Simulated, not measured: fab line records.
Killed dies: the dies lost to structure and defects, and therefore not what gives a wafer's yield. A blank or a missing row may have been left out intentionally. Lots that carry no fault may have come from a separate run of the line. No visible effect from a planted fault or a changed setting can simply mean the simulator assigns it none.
Split-lot trial | flow gf180mcu | 5 lots, 23 wafers read, on a route of 602 steps

THE SPLIT ITSELF
At GF_POLY_GATE_PEB_08 (peb time 90 s), the setting peb-time-s was moved away from the recipe's 90 s on 9 of the 23 wafers read, by -14.7% to -3.8%. The other wafers ran this setting at the recipe's value.

FROM SPLIT TO READING: 1 step shown by the file between the two
- GF_POLY_GATE_DEVELOP_09: develop time 60 s

THE READING
cd-nm at GF_POLY_GATE_CD_MEAS_10, given in nm (cd target 280 nm). On this fab line, fault-free wafers typically give 280.0 nm with a standard deviation of 1.7 nm.

wafer  | tool, chamber at the split | peb-time-s as run, s | against the recipe | cd-nm, nm | against lot-mates on the recipe
L076.3 | litho-track-02, 0          | 90                   | recipe             | 278.5     | -
L076.4 | litho-track-02, 0          | 90                   | recipe             | 279.4     | -
L076.5 | litho-track-02, 0          | 90                   | recipe             | 278.8     | -
L078.1 | litho-track-01, 0          | 90                   | recipe             | 278.1     | -
L078.2 | litho-track-01, 0          | 90                   | recipe             | 278.8     | -
L078.4 | litho-track-01, 0          | 81.41                | -9.5%              | 281.9     | +3.0
L078.5 | litho-track-01, 0          | 81.41                | -9.5%              | 281.3     | +2.4
L078.6 | litho-track-01, 0          | 90                   | recipe             | 279.7     | -
L079.1 | litho-track-02, 0          | 86.61                | -3.8%              | 282.1     | +1.9
L079.2 | litho-track-02, 0          | 90                   | recipe             | 280.2     | -
L079.3 | litho-track-02, 0          | 90                   | recipe             | 280.2     | -
L079.5 | litho-track-02, 0          | 86.61                | -3.8%              | 280.3     | +0.1
L079.6 | litho-track-02, 0          | 86.61                | -3.8%              | 281.9     | +1.7
L082.1 | litho-track-04, 0          | 90                   | recipe             | 279.6     | -
L082.2 | litho-track-04, 0          | 76.74                | -14.7%             | 282.6     | +3.2
L082.3 | litho-track-04, 0          | 76.74                | -14.7%             | 281.7     | +2.3
L082.5 | litho-track-04, 0          | 90                   | recipe             | 279.6     | -
L082.6 | litho-track-04, 0          | 90                   | recipe             | 279.1     | -
L083.1 | litho-track-02, 0          | 80.79                | -10.2%             | 285.8     | +3.7
L083.2 | litho-track-02, 0          | 80.79                | -10.2%             | 284.4     | +2.3
L083.3 | litho-track-02, 0          | 90                   | recipe             | 281.2     | -
L083.4 | litho-track-02, 0          | 90                   | recipe             | 281.7     | -
L083.5 | litho-track-02, 0          | 90                   | recipe             | 283.4     | -

FIT RESULTS
A straight line over all 23 wafers: cd-nm changes by -0.244 nm for each +1% of peb-time-s; r = -0.64; the points scatter about the line by 1.5 nm.
The same after taking each lot's own level away (the mean of its wafers on the recipe; 23 wafers): -0.231 nm for each +1%; r = -0.86; scatter 0.71 nm.
Per that fit: largest peb-time-s move, reading shift of 3.4 nm.
The lots' own levels span 278.87 to 282.10 nm, that is 1.9 times the standard deviation above.
So the lot-to-lot level blurs the effect unless lot-mates are compared.
Check: for one of the wafers moved furthest among these (-14.7%), held out of the fit, the line's prediction against its lot-mates is +3.6 nm. Against them it came out at +3.17 nm.

THE FILE'S OWN FIT
cd-nm changes by -0.238 nm for each +1% of peb-time-s, r = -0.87.
